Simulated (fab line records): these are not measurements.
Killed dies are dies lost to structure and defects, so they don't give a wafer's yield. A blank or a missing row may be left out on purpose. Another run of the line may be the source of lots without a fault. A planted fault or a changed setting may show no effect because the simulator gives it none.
The tool behind it: which one? -- flow sky130 -- Sampling: 12 lots, 35 wafers, 4 of 708 route steps

WHAT THE GAUGES SHOWED, per wafer
SKY_VIA2_OVL_MEAS_13. Usual: VIA2_OVL gives -1 nm (standard deviation 5.3).
lot,measured,on,VIA2_OVL (nm),flag
L971,day 36 23:03,overlay-01,-1 6 4,
L972,day 37 00:30,overlay-01,1 6 5,
L973,day 37 01:57,overlay-02,-6 -1 -3,
L977,day 38 12:03,overlay-02,1 -2 1,
L978,day 38 21:16,overlay-02,2 -2 -2,
L980,day 39 10:19,overlay-02,-6 -2 2,
L981,day 39 15:40,overlay-02,-7 -1,
L984,day 40 12:07,overlay-02,-10 1 -5,
L986,day 41 04:22,overlay-01,-2 -6 -4,
L990,day 42 12:34,overlay-01,-4 2 -1,
L991,day 43 04:03,overlay-01,-5 0 4,
L993,day 43 19:01,overlay-02,0 4 0,

SKY_VIA2_RS_MEAS_22: a four-point-probe measurement. Usual: VIA2_W_RS gives 0.2640 ohm/sq (standard deviation 0.0026).
lot,measured,on,VIA2_W_RS (ohm/sq),flag
L971,day 37 00:05,filmMetro-03,0.2657 0.2623 0.2685,
L972,day 37 01:53,filmMetro-03,0.2644 0.2628 0.2633,
L973,day 37 02:58,filmMetro-03,0.2627 0.2609 0.2623,
L977,day 38 12:59,filmMetro-04,0.2635 0.2588 0.2642,
L978,day 38 22:12,filmMetro-04,0.2619 0.2610 0.2617,
L980,day 39 11:15,filmMetro-03,0.2585 0.2613 0.2590,
L981,day 39 16:38,filmMetro-02,0.2651 0.2658,
L984,day 40 13:04,filmMetro-02,0.2654 0.2647 0.2628,
L986,day 41 05:18,filmMetro-02,0.2653 0.2667 0.2657,
L990,day 42 13:31,filmMetro-03,0.2688 0.2645 0.2699,
L991,day 43 04:58,filmMetro-02,0.2618 0.2643 0.2650,
L993,day 43 19:58,filmMetro-04,0.2650 0.2617 0.2655,

SKY_CAPM_OVL_MEAS_12. Usual: CAPM_OVL gives 0.4 nm (standard deviation 1.1).
lot,measured,on,CAPM_OVL (nm),flag
L971,day 38 01:56,overlay-01,1.8 2.0 0.6,
L972,day 38 03:32,overlay-01,-1.1 -0.5 0.8,
L973,day 38 04:08,overlay-01,2.8 0.2 2.5,
L977,day 39 14:32,overlay-02,-0.2 1.2 1.1,
L978,day 39 22:59,overlay-01,-1.2 2.5 -0.2,
L980,day 40 12:47,overlay-01,-0.1 1.1 -1.5,
L981,day 40 16:58,overlay-02,-1.6 -1.0,
L984,day 41 13:05,overlay-02,0.8 -1.1 -1.9,
L986,day 42 05:36,overlay-01,0.6 1.3 0.6,
L990,day 43 13:18,overlay-02,-0.2 1.2 0.2,
L991,day 44 04:26,overlay-01,2.7 0.6 0.7,
L993,day 44 18:51,overlay-01,0.5 -1.3 -1.8,

WHAT TOOL EACH LOT RAN ON (gives the tool, then ch and the chambers of the sampled wafers, and finally the start)
lot,SKY_CAPM_COAT_07
L971,"lithoTrack-03 ch 0, day 37 13:48"
L972,"lithoTrack-04 ch 0, day 37 15:43"
L973,"lithoTrack-02 ch 0, day 37 16:17"
L977,"lithoTrack-02 ch 0, day 39 02:05"
L978,"lithoTrack-03 ch 0, day 39 10:15"
L980,"lithoTrack-02 ch 0, day 40 00:43"
L981,"lithoTrack-03 ch 0, day 40 05:21"
L984,"lithoTrack-04 ch 0, day 41 01:56"
L986,"lithoTrack-03 ch 0, day 41 17:42"
L990,"lithoTrack-02 ch 0, day 43 01:47"
L991,"lithoTrack-04 ch 0, day 43 16:56"
L993,"lithoTrack-03 ch 0, day 44 08:05"
- SKY_CAPM_COAT_07: resist thk 1140 nm.

WHAT THE TOOLS THEMSELVES READ (means of the sampled wafers that have a number; where no wafer has one, the mark that the record gives instead)
SKY_CAPM_COAT_07. Usual: spinSpeedRpm reads 3000.1 rpm (standard deviation 2.2).
lot,tool,spinSpeedRpm (rpm),flag
L971,lithoTrack-03,3001.0,
L972,lithoTrack-04,2998.0,
L973,lithoTrack-02,3000.0,
L977,lithoTrack-02,3000.4,
L978,lithoTrack-03,3000.1,
L980,lithoTrack-02,3003.3,
L981,lithoTrack-03,3149.0,OFF
L984,lithoTrack-04,2999.6,
L986,lithoTrack-03,3149.9,OFF
L990,lithoTrack-02,3001.2,
L991,lithoTrack-04,2998.2,
L993,lithoTrack-03,2997.3,

THE ANSWER, worked out from the rows above alone
Rule: lot off if the mean of its wafers having a number is beyond 3 standard deviations from the usual mean. A lot without any number at a reading at which 4 lots or more have one is off too. All remaining lots with rows at the step are treated as sound. Order of review: gauges by route order, followed by the tools' own readings, for which a lot's mean as printed above is used. At the first step where some lot is off, the reading lying furthest off is the one used; lots without a number count as furthest.
Off: L981, L986 (SKY_CAPM_COAT_07, spinSpeedRpm).
A tool fits if, at that step or a process step before it, it ran every lot that is off, and no sound lot after the first of them. No candidate that was tried fits.

WHAT THE SIMULATOR PUT IN
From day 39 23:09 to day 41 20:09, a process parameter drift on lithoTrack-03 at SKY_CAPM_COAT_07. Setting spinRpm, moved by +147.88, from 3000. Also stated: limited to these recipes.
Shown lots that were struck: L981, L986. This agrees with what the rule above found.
